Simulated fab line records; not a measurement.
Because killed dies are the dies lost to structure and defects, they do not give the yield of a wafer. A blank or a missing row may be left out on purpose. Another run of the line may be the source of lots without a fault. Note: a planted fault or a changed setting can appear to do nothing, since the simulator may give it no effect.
fab line records ; flow sfq-line
[record] lots = 6; wafers = 18; last-day = 100
route steps=325 shown C5@250 M6@251 I6@266
lots that met no fault: from a run of the same line without faults
start-h: the number of hours between the record's first day and the start of the first shown wafer of the lot ; wait-h: hours from the lot's prior step to this one ; " unchanged from the row above ; L1.1+2: a row that stands for several wafers ; - either no value or no given start ; * or withheld: withheld ; < > ~ a bound
route shown NAME@n: names a module that has steps shown in the file, with the first one's number in the route ; usual: mean and standard deviation over wafers with no fault ; same: alike in all rows ; chamber/n: place in a boat ; sites: readings site by site ; _std_site: standard deviation across them ; _edge_site: the outer-site mean with the inner-site mean subtracted ; radius-mm: how far each site lies from the wafer's centre ; mask NAME#n: copy n ; behind: the tool/chamber that last shaped the wafer ; hold: what put the lot on hold/how long, in hours/how the hold closed ; device: which transistor (n, p or np) failed to switch ; end of line: tests of these same wafers at the route's end ; a step with no rows: only its recipe ; killed: count of dies lost to structure and defects at first sort (not the wafer's yield) ; map: dies across one wafer; x = killed, . = not, _ = none there
set.NAME: setting as actually run; set.NAME@STEP: the setting as run at that earlier step ; model.NAME: the simulator's own value behind a step, which no gauge read
a table for each step, a row for each wafer; lots at some steps of the route
services: when a tool's chamber went out of use (start-h, in hours from the record's first day, below 0 if earlier), for how many hours, and the reason
[[steps]]
[step SFQ_TRILAYER_C5_STRIP_SOLV_CLEAN_156]
[recipe] chemistry = NMP; temp-c = 70; time-s = 600
[step SFQ_TRILAYER_M6_DEP_PRE_CLEAN_158]
[recipe] gas = Ar; time-s = 22.5; bias-v = 250
[step SFQ_TRILAYER_M6_DEP_SPUTTER_157]
[recipe] material = Nb; base-pressure-pa = 1.33e-06; chamber-pressure-pa = 0.1333; substrate-temp-c = 20; target-thk-nm = 200; power-w = 2000; time-s = 133.3
[usual] base-pressure-pa = 1.35e-06/9.9e-08; throttle-valve-pct = 30.1/1.2
[same] time-s = 133.3
lot.wafer;tool;chamber;start-h;wait-h;base-pressure-pa;throttle-valve-pct
L228.2;pvd-sputter-06;-;1797.71;0.0;1.16e-06;32.6
L228.3;pvd-sputter-06;-;1797.71;0.0;1.26e-06;29.8
L228.6;pvd-sputter-06;-;1797.71;0.0;1.39e-06;32.6
L238.2;pvd-sputter-05;-;1931.10;0.0;1.06e-06;31.4
L238.3;pvd-sputter-05;-;1931.10;0.0;1.36e-06;28.8
L238.4;pvd-sputter-05;-;1931.10;0.0;1.22e-06;31.0
L239.2;pvd-sputter-06;-;1932.90;0.0;1.39e-06;29.3
L239.3;pvd-sputter-06;-;1932.90;0.0;1.46e-06;29.7
L239.5;pvd-sputter-06;-;1932.90;0.0;1.21e-06;29.1
L240.1;pvd-sputter-05;-;1934.70;0.0;1.25e-06;28.8
L240.2;pvd-sputter-05;-;1934.70;0.0;1.34e-06;29.3
L240.4;pvd-sputter-05;-;1934.70;0.0;1.43e-06;30.9
L244.2;pvd-sputter-06;-;1964.78;0.0;1.37e-06;32.8
L244.3;pvd-sputter-06;-;1964.78;0.0;1.39e-06;29.5
L244.6;pvd-sputter-06;-;1964.78;0.0;1.32e-06;32.5
L245.2;pvd-sputter-04;-;1968.70;0.0;1.37e-06;29.4
L245.4;pvd-sputter-04;-;1968.70;0.0;1.33e-06;28.6
L245.5;pvd-sputter-04;-;1968.70;0.0;1.22e-06;29.8
[step SFQ_M6_RS_MEAS_938]
[recipe] thk-meas-gauge = four-point-probe; reads = Nb_of_TRILAYER_M6_DEP_SPUTTER_157
[usual] M6_NB_RS = 0.889/0.0086
lot.wafer;tool;chamber;start-h;wait-h;M6_NB_RS[ohm/sq]
L228.2;film-metro-02;-;1797.82;0.1;0.888
L228.3;film-metro-02;-;1797.82;0.1;0.886
L228.6;film-metro-02;-;1797.82;0.1;0.889
L238.2;film-metro-02;-;1931.21;0.1;0.886
L238.3;film-metro-02;-;1931.21;0.1;0.887
L238.4;film-metro-02;-;1931.21;0.1;0.873
L239.2;film-metro-01;-;1933.01;0.1;0.890
L239.3;film-metro-01;-;1933.01;0.1;0.904
L239.5;film-metro-01;-;1933.01;0.1;0.890
L240.1;film-metro-02;-;1934.79;0.0;0.882
L240.2;film-metro-02;-;1934.79;0.0;0.873
L240.4;film-metro-02;-;1934.79;0.0;0.864
L244.2;film-metro-03;-;1964.89;0.1;0.882
L244.3;film-metro-03;-;1964.89;0.1;0.892
L244.6;film-metro-03;-;1964.89;0.1;0.882
L245.2;film-metro-02;-;1968.81;0.1;0.890
L245.4;film-metro-02;-;1968.81;0.1;0.886
L245.5;film-metro-02;-;1968.81;0.1;0.891
[step SFQ_TRILAYER_M6_LITHO_COAT_164]
[recipe] resist = BARC; spin-rpm = 3000; resist-thk-nm = 62
[step SFQ_TRILAYER_M6_LITHO_COAT_159]
[recipe] resist = KrF; spin-rpm = 3000; resist-thk-nm = 600
[step SFQ_TRILAYER_M6_LITHO_SOFTBAKE_163]
[recipe] temp-c = withheld; time-s = withheld; resist = KrF
[step SFQ_TRILAYER_M6_LITHO_EXPOSE_160]
[recipe] mask-id = M6; na = 0.6; source-shape = conventional; sigma-outer = 0.65; target-cd-nm = 500; dose-mj = 14.4
[step SFQ_TRILAYER_M6_LITHO_PEB_162]
[recipe] peb-temp-c = 115; peb-time-s = 60; resist = KrF
[step SFQ_TRILAYER_M6_LITHO_DEVELOP_161]
[recipe] time-s = 60; resist = KrF
[step SFQ_M6_OVL_MEAS_940]
[usual] M6_OVL = 1/6
lot.wafer;tool;chamber;start-h;wait-h;M6_OVL[nm]
L228.2;overlay-01;-;1906.05;0.1;-6
L228.3;overlay-01;-;1906.05;0.1;-4
L228.6;overlay-01;-;1906.05;0.1;-9
L238.2;overlay-01;-;2046.72;0.1;11
L238.3;overlay-01;-;2046.72;0.1;3
L238.4;overlay-01;-;2046.72;0.1;7
L239.2;overlay-01;-;2049.12;0.1;4
L239.3;overlay-01;-;2049.12;0.1;4
L239.5;overlay-01;-;2049.12;0.1;2
L240.1;overlay-02;-;2050.31;0.1;7
L240.2;overlay-02;-;2050.31;0.1;11
L240.4;overlay-02;-;2050.31;0.1;4
L244.2;overlay-01;-;2074.52;0.1;-9
L244.3;overlay-01;-;2074.52;0.1;-4
L244.6;overlay-01;-;2074.52;0.1;-2
L245.2;overlay-01;-;2075.72;0.1;3
L245.4;overlay-01;-;2075.72;0.1;3
L245.5;overlay-01;-;2075.72;0.1;2
[step SFQ_TRILAYER_M6_BARC_OPEN_METAL_ETCH_206]
[recipe] mask-material = PR; chemistry = O2; target-depth-nm = 125; target = BARC; icp-w = 600; bias-w = 80; pressure-mtorr = 10; time-s = 41.7
[usual] bias-w = 80.03/0.23; chamber-pressure-mTorr = 9.999/0.0094; drypump-motor-current-A = 6.0/0.42; oes-product-au = 0.684/0.0044; time-s = 41.7/0
lot.wafer;tool;chamber;start-h;wait-h;bias-w;chamber-pressure-mTorr;drypump-motor-current-A;oes-product-au;rf-hours-counter-h;time-s;model.KrF_of_TRILAYER_M6_LITHO_COAT_159.thk-nm
L228.2;rie-metal-04;0;1906.08;0.0;79.82;10.005;6.7;0.688;35;41.7;523.3
L228.3;rie-metal-04;1;1906.08;0.0;80.24;10.004;6.1;0.687;-;41.7;521.7
L228.6;rie-metal-04;0;1906.08;0.0;79.80;9.997;6.7;0.681;-;41.7;521.7
L238.2;rie-metal-01;1;2046.75;0.0;-;-;-;-;-;-;574.4
L238.3;rie-metal-01;0;2046.75;0.0;-;-;-;-;-;-;575.9
L238.4;rie-metal-01;1;2046.75;0.0;-;-;-;-;-;-;574.6
L239.2;rie-metal-02;0;2049.15;0.0;-;-;-;-;-;-;573
L239.3;rie-metal-02;0;2049.15;0.0;-;-;-;-;-;-;574.1
L239.5;rie-metal-02;1;2049.15;0.0;-;-;-;-;-;-;574.1
L240.1;rie-metal-01;1;2050.35;0.0;80.21;10.000;5.5;0.677;66;41.7;520.7
L240.2;rie-metal-01;0;2050.35;0.0;80.09;9.993;5.9;0.685;106;41.7;519.7
L240.4;rie-metal-01;0;2050.35;0.0;80.11;10.006;5.9;0.682;-;41.7;519.7
L244.2;rie-metal-04;0;2074.55;0.0;80.16;10.012;6.7;0.685;55;41.7;524.1
L244.3;rie-metal-04;0;2074.55;0.0;80.08;10.005;6.7;0.685;-;41.7;522.5
L244.6;rie-metal-04;1;2074.55;0.0;79.89;10.014;6.1;0.688;-;41.7;522.4
L245.2;rie-metal-02;1;2075.75;0.0;79.85;10.006;6.4;0.687;71;41.7;522.1
L245.4;rie-metal-02;1;2075.75;0.0;80.09;10.003;6.4;0.684;-;41.7;522.5
L245.5;rie-metal-02;0;2075.75;0.0;80.21;10.010;5.6;0.684;-;41.7;524
[step SFQ_TRILAYER_M6_ETCH_METAL_ETCH_162]
[recipe] target = Nb; stop-on = SiO2; mask-material = PR; chemistry = Cl2/Ar; target-depth-nm = 240; icp-w = 600; bias-w = 80; pressure-mtorr = 10; time-s = 120
[usual] bias-w = 79.98/0.22; chamber-pressure-mTorr = 10.001/0.009; drypump-motor-current-A = 6.0/0.42; oes-product-au = 0.894/0.0064
[same] time-s = 120
lot.wafer;tool;chamber;start-h;wait-h;bias-w;chamber-pressure-mTorr;drypump-motor-current-A;oes-product-au;rf-hours-counter-h;model.KrF_of_TRILAYER_M6_LITHO_COAT_159.thk-nm
L228.2;rie-metal-04;0;1906.14;0.0;79.58;10.000;6.7;0.909;35;379.8
L228.3;rie-metal-04;1;1906.14;0.0;79.90;10.007;6.1;0.897;-;381.4
L228.6;rie-metal-04;0;1906.14;0.0;79.88;10.009;6.7;0.905;-;377.3
L238.2;rie-metal-01;1;2046.81;0.0;79.67;10.004;5.5;0.370;66;433.1
L238.3;rie-metal-01;0;2046.81;0.0;79.79;9.994;5.9;0.375;-;433.3
L238.4;rie-metal-01;1;2046.81;0.0;79.97;10.005;5.5;0.372;-;434.8
L239.2;rie-metal-02;0;2049.21;0.0;79.91;10.002;5.6;0.369;33;432.4
L239.3;rie-metal-02;0;2049.21;0.0;79.87;10.009;5.6;0.365;-;433.7
L239.5;rie-metal-02;1;2049.21;0.0;79.73;10.007;6.4;0.374;-;432.3
L240.1;rie-metal-01;1;2050.41;0.0;79.96;10.006;5.5;0.895;66;381.7
L240.2;rie-metal-01;0;2050.41;0.0;80.08;10.002;5.8;0.904;106;377.2
L240.4;rie-metal-01;0;2050.41;0.0;79.77;10.009;5.8;0.913;-;376.5
L244.2;rie-metal-04;0;2074.61;0.0;79.79;9.996;6.7;0.892;55;383.4
L244.3;rie-metal-04;0;2074.61;0.0;80.24;10.002;6.7;0.894;-;382.9
L244.6;rie-metal-04;1;2074.61;0.0;79.63;10.001;6.1;0.894;-;379.9
L245.2;rie-metal-02;1;2075.81;0.0;79.96;10.001;6.4;0.900;71;380
L245.4;rie-metal-02;1;2075.81;0.0;79.81;10.001;6.4;0.897;-;380.8
L245.5;rie-metal-02;0;2075.81;0.0;79.79;9.991;5.6;0.892;-;381.6
[step SFQ_TRILAYER_M6_STRIP_STRIP_163]
[recipe] gas = O2; power-w = 200; platen-temp-c = 40; overash-fraction = 0.65; chemistry = O2; pressure-mtorr = 50
[usual] drypump-motor-current-A = 6.0/0.42; oes-product-au = 1.003/0.0094
lot.wafer;tool;chamber;start-h;wait-h;drypump-motor-current-A;oes-product-au;rf-hours-counter-h
L228.2;rie-metal-04;0;1906.27;0.1;6.7;1.028;35
L228.3;rie-metal-04;1;1906.27;0.1;6.1;1.013;-
L228.6;rie-metal-04;0;1906.27;0.1;6.7;1.016;-
L238.2;rie-metal-01;1;2046.93;0.1;5.4;0.984;66
L238.3;rie-metal-01;0;2046.93;0.1;5.9;1.008;-
L238.4;rie-metal-01;1;2046.93;0.1;5.5;0.991;-
L239.2;rie-metal-02;0;2049.33;0.1;5.6;0.998;33
L239.3;rie-metal-02;0;2049.33;0.1;5.6;0.999;-
L239.5;rie-metal-02;1;2049.33;0.1;6.4;0.998;-
L240.1;rie-metal-01;1;2050.53;0.1;5.5;1.004;66
L240.2;rie-metal-01;0;2050.53;0.1;5.8;1.000;106
L240.4;rie-metal-01;0;2050.53;0.1;5.8;1.013;-
L244.2;rie-metal-04;0;2074.73;0.1;6.7;1.000;55
L244.3;rie-metal-04;0;2074.73;0.1;6.7;1.000;-
L244.6;rie-metal-04;1;2074.73;0.1;6.1;1.003;-
L245.2;rie-metal-02;1;2075.93;0.1;6.3;1.004;71
L245.4;rie-metal-02;1;2075.93;0.1;6.3;1.018;-
L245.5;rie-metal-02;0;2075.93;0.1;5.6;1.006;-
[step SFQ_TRILAYER_M6_STRIP_SOLV_CLEAN_164]
[recipe] chemistry = NMP; temp-c = 70; time-s = 600
[step SFQ_TRILAYER_I6_DEP_PECVD_165]
[recipe] material = SiO2; temp-c = 150; time-s = 111.11; pressure-torr = 2.4; rf-w = 183.3; precursor = SiH4/N2O; target-thk-nm = 500
[usual] heater-power-w = 82/14; susceptor-temp-C = 150.00/0.14; throttle-valve-pct = 24.1/0.6
[same] time-s = 111.11
lot.wafer;tool;chamber;start-h;wait-h;heater-power-w;since-wet-clean-h;susceptor-temp-C;throttle-valve-pct
L228.2;pecvd-04;0;1907.04;0.0;88;960;150.02;24.3
L228.3;pecvd-04;2;1907.04;0.0;88;960;150.04;23.7
L228.6;pecvd-04;1;1907.04;0.0;69;-;150.04;24.8
L238.2;pecvd-04;2;2047.71;0.0;76;1100;149.95;23.7
L238.3;pecvd-04;0;2047.71;0.0;104;1100;150.01;24.2
L238.4;pecvd-04;0;2047.71;0.0;89;-;150.13;24.6
L239.2;pecvd-01;0;2050.13;0.0;95;350;149.87;23.6
L239.3;pecvd-01;2;2050.13;0.0;72;350;150.09;24.2
L239.5;pecvd-01;0;2050.13;0.0;98;-;149.78;23.5
L240.1;pecvd-02;0;2051.31;0.0;72;1474;149.84;24.9
L240.2;pecvd-02;2;2051.31;0.0;105;1474;149.99;24.7
L240.4;pecvd-02;0;2051.31;0.0;73;-;149.95;25.0
L244.2;pecvd-02;1;2075.51;0.0;71;6;149.96;22.5
L244.3;pecvd-02;2;2075.51;0.0;87;6;150.19;22.9
L244.6;pecvd-02;0;2075.51;0.0;62;-;150.34;23.3
L245.2;pecvd-04;0;2076.71;0.0;96;1129;149.97;24.2
L245.4;pecvd-04;0;2076.71;0.0;100;-;150.18;24.3
L245.5;pecvd-04;2;2076.71;0.0;89;-;149.80;23.7
[step SFQ_TRILAYER_I6_CMP_CMP_166]
[recipe] material = SiO2; down-force-psi = 3; platen-rpm = 60; pad-velocity-m-s = 0.94248
[usual] motor-current-A = 10.4/0.73; time-to-endpoint-s = 212/7.4
lot.wafer;tool;chamber;start-h;wait-h;motor-current-A;time-to-endpoint-s
L228.3;cmp-02;3;1907.12;0.0;11.4;204
L228.2;cmp-02;2;1908.62;1.5;10.1;209
L228.6;cmp-02;3;1908.62;1.5;11.2;217
L238.4;cmp-01;0;2047.79;0.0;9.8;220
L238.2;cmp-01;1;2047.79;0.0;11.5;208
L238.3;cmp-01;3;2049.29;1.5;10.4;206
L239.2;cmp-02;1;2050.20;0.0;11.2;208
L239.3;cmp-02;2;2050.20;0.0;10.7;202
L239.5;cmp-02;2;2052.70;2.5;10.4;210
L240.4;cmp-01;0;2051.89;0.5;9.8;225
L240.2;cmp-01;1;2051.89;0.5;11.7;212
L240.1;cmp-01;2;2051.89;0.5;9.3;211
L244.3;cmp-01;0;2075.59;0.0;10.4;213
L244.2;cmp-01;3;2077.09;1.5;10.4;203
L244.6;cmp-01;0;2077.09;1.5;9.9;212
L245.2;cmp-02;0;2078.39;1.6;9.8;212
L245.4;cmp-02;1;2078.39;1.6;11.0;205
L245.5;cmp-02;3;2079.89;3.1;11.6;208
[step SFQ_I6_BOW_MEAS_941]
[recipe] mode = bow
[usual] I6_BOW = 9/11
lot.wafer;tool;chamber;start-h;wait-h;I6_BOW[um]
L228.2;film-metro-04;-;1910.14;1.0;21
L228.3;film-metro-04;-;1910.14;1.0;14
L228.6;film-metro-04;-;1910.14;1.0;18
L238.2;film-metro-03;-;2050.81;2.0;14
L238.3;film-metro-03;-;2050.81;2.0;-2
L238.4;film-metro-03;-;2050.81;2.0;-1
L239.2;film-metro-04;-;2053.22;2.5;23
L239.3;film-metro-04;-;2053.22;2.5;29
L239.5;film-metro-04;-;2053.22;2.5;28
L240.1;film-metro-01;-;2054.39;1.0;3
L240.2;film-metro-01;-;2054.39;1.0;9
L240.4;film-metro-01;-;2054.39;1.0;18
L244.2;film-metro-03;-;2078.61;1.0;4
L244.3;film-metro-03;-;2078.61;1.0;7
L244.6;film-metro-03;-;2078.61;1.0;9
L245.2;film-metro-01;-;2080.41;1.5;-2
L245.4;film-metro-01;-;2080.41;1.5;20
L245.5;film-metro-01;-;2080.41;1.5;5
[step SFQ_TRILAYER_I6_METRO_MEASURE_167]
[usual] thk-nm = 199.9/1.3
lot.wafer;tool;chamber;start-h;wait-h;thk-nm
L228.2;film-metro-04;-;1910.44;0.3;201.0
L228.3;film-metro-04;-;1910.44;0.3;200.3
L228.6;film-metro-04;-;1910.44;0.3;200.8
L238.2;film-metro-03;-;2051.11;0.3;199.9
L238.3;film-metro-03;-;2051.11;0.3;198.2
L238.4;film-metro-03;-;2051.11;0.3;201.3
L239.2;film-metro-04;-;2053.52;0.3;199.8
L239.3;film-metro-04;-;2053.52;0.3;200.0
L239.5;film-metro-04;-;2053.52;0.3;200.1
L240.1;film-metro-01;-;2054.51;0.1;200.3
L240.2;film-metro-01;-;2054.51;0.1;201.3
L240.4;film-metro-01;-;2054.51;0.1;201.2
L244.2;film-metro-03;-;2078.91;0.3;196.9
L244.3;film-metro-03;-;2078.91;0.3;198.1
L244.6;film-metro-03;-;2078.91;0.3;199.0
L245.2;film-metro-01;-;2080.71;0.3;200.4
L245.4;film-metro-01;-;2080.71;0.3;197.8
L245.5;film-metro-01;-;2080.71;0.3;198.4
[step SFQ_TRILAYER_I6_VIA_LITHO_COAT_174]
[recipe] resist = BARC; spin-rpm = 3000; resist-thk-nm = 62
[step SFQ_TRILAYER_I6_VIA_LITHO_COAT_169]
[recipe] resist = KrF; spin-rpm = 3000; resist-thk-nm = 650
[step SFQ_TRILAYER_I6_VIA_LITHO_SOFTBAKE_173]
[recipe] temp-c = withheld; time-s = withheld; resist = KrF
[step SFQ_TRILAYER_I6_VIA_LITHO_EXPOSE_170]
[recipe] mask-id = I6; na = 0.6; source-shape = conventional; sigma-outer = 0.65; target-cd-nm = 700; dose-mj = 21.3
[usual] exposure-dose-mJ-cm2 = 21.301/0.02; focus-offset-nm = 0.0/0.52; stage-vel-mm-s = 499.92/0.24
lot.wafer;tool;chamber;start-h;wait-h;mask;exposure-dose-mJ-cm2;focus-offset-nm;stage-vel-mm-s
L228.2;krf-scanner-01;0;2021.29;-;I6#0;21.288;0.5;499.72
L228.3;krf-scanner-01;0;2021.29;-;I6#0;21.311;0.1;499.81
L228.6;krf-scanner-01;0;2021.29;-;I6#0;21.296;0.6;499.32
L238.2;krf-scanner-01;-;2130.19;-;I6#0;-;-;-
L238.3;krf-scanner-01;-;2130.19;-;I6#0;-;-;-
L238.4;krf-scanner-01;-;2130.19;-;I6#0;-;-;-
L239.2;krf-scanner-01;-;2131.39;-;I6#0;-;-;-
L239.3;krf-scanner-01;-;2131.39;-;I6#0;-;-;-
L239.5;krf-scanner-01;-;2131.39;-;I6#0;-;-;-
L240.1;krf-scanner-01;0;2132.39;-;I6#0;21.321;0.4;499.61
L240.2;krf-scanner-01;0;2132.39;-;I6#0;21.328;0.3;499.94
L240.4;krf-scanner-01;0;2132.39;-;I6#0;21.336;0.3;499.83
L244.2;krf-scanner-02;0;2148.47;-;I6#0;21.344;0.2;500.33
L244.3;krf-scanner-02;0;2148.47;-;I6#0;21.310;0.3;499.34
L244.6;krf-scanner-02;0;2148.47;-;I6#0;21.328;-0.5;499.94
L245.2;krf-scanner-02;0;2153.27;-;I6#0;21.288;0.0;499.87
L245.4;krf-scanner-02;0;2153.27;-;I6#0;21.288;-0.4;500.26
L245.5;krf-scanner-02;0;2153.27;-;I6#0;21.298;0.3;499.96
[step SFQ_TRILAYER_I6_VIA_LITHO_PEB_172]
[recipe] peb-temp-c = 115; peb-time-s = 60; resist = KrF
[[services]]
tool;chamber;start-h;hours;kind
pvd-sputter-06;-;1781.43;14.8;repair
krf-scanner-01;-;1784.24;1.0;pm
krf-scanner-01;-;1796.49;0.8;pm
cmp-01;-;1816.52;1.6;repair
cmp-01;-;1818.09;3.7;pm
cmp-02;-;1820.97;4.6;repair
krf-scanner-01;-;1850.32;1.3;pm
krf-scanner-01;-;1891.22;4.4;pm
rie-metal-01;-;1944.05;28.1;pm
krf-scanner-01;-;1952.67;1.0;pm
krf-scanner-01;-;1966.10;0.8;pm
rie-metal-01;0;1972.41;4.1;repair
krf-scanner-01;-;2003.85;3.6;pm
rie-metal-04;-;2010.63;1.4;repair
rie-metal-01;1;2019.14;4.3;repair
rie-metal-02;-;2020.10;0.9;repair
krf-scanner-01;-;2027.09;1.3;pm
krf-scanner-01;-;2028.96;0.3;repair
rie-metal-01;0;2039.91;6.3;repair
krf-scanner-01;-;2070.88;0.5;repair
rie-metal-01;1;2094.88;15.6;repair
rie-metal-01;-;2116.73;1.4;pm
krf-scanner-01;-;2121.54;1.0;pm
rie-metal-02;0;2138.54;18.1;repair
[[key]]
[first-sign] step = SFQ_TRILAYER_M6_BARC_OPEN_METAL_ETCH_206; reading = tool-record; direction = missing
[effect] step = SFQ_TRILAYER_M6_ETCH_METAL_ETCH_162; reading = oes-product-au; direction = down; sigmas = 81; usual = 0.894; struck = 0.371
[effect] step = SFQ_TRILAYER_I6_VIA_LITHO_EXPOSE_170; reading = tool-record; direction = missing
[model-effect] step = SFQ_TRILAYER_M6_BARC_OPEN_METAL_ETCH_206; value = KrF_of_TRILAYER_M6_LITHO_COAT_159.thk-nm; without = 522.8; struck = 574.3
[model-effect] step = SFQ_TRILAYER_M6_ETCH_METAL_ETCH_162; value = KrF_of_TRILAYER_M6_LITHO_COAT_159.thk-nm; without = 381.7; struck = 433.3
met-at SFQ_TRILAYER_M6_BARC_OPEN_METAL_ETCH_206
struck-wafers L238.2,L238.3,L238.4,L239.2,L239.3,L239.5
[fault] kind = skipped-step-whole; tool = rie-metal-01,rie-metal-02; chamber = -; onset-h = 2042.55; steps = SFQ_TRILAYER_M6_BARC_OPEN_METAL_ETCH_206; scope = struck-lots-only
